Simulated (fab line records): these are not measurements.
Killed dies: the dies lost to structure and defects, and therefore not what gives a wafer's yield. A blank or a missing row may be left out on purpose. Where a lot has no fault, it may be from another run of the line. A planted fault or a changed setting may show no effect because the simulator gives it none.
Matching of chambers -- flow gf180mcu -- 3 sister chambers for GF_V1_CVD_02 on pecvd-02
The step deposits SiO2 from TEOS, target thk 850 nm, time 94.851 s. 3 wafers are shown with their chamber, then 10 later ones without.

== EACH WAFER AND ITS CHAMBER ==
wafer,chamber,heater_power_w (W)
L080.6,0,767
L089.5,2,632
L091.3,1,841

== WAFERS WITH NO CHAMBER GIVEN ==
wafer,heater_power_w (W)
L091.6,1002
L094.1,728
L094.4,1019
L094.6,825
L095.2,954
L095.3,579
L095.6,646
L096.2,696
L096.5,918
L096.6,587

== WHICH CHAMBER EACH WENT THROUGH ==
wafer,from the rows above,in truth
L091.6,can't be placed: 1 or 0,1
L094.1,can't be placed: 0 or 2 or 1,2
L094.4,can't be placed: 1 or 0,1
L094.6,can't be placed: 1 or 0 or 2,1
L095.2,can't be placed: 1 or 0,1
L095.3,can't be placed: 2 or 0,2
L095.6,can't be placed: 2 or 0 or 1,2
L096.2,can't be placed: 2 or 0 or 1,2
L096.5,can't be placed: 1 or 0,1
L096.6,can't be placed: 2 or 0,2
Placed correctly: 0 of 10. Unplaceable from these rows: 10, with the true chamber sitting among the candidates in 10. Number placed wrongly: 0.
How it was worked out, from the rows above alone: a wafer's distance from a chamber is the root of the sum, over the readings, of the square of ((its reading less the chamber's mean) divided by the reading's scatter). If the next closest chamber is less than 2 further off than the closest, the wafer can't be placed; otherwise it belongs to the closest. Each chamber's mean is taken over the wafers shown for it. The scatter (one wafer shown for each chamber): square how far every hidden wafer sits from the nearest shown wafer, average those squares and take the square root.
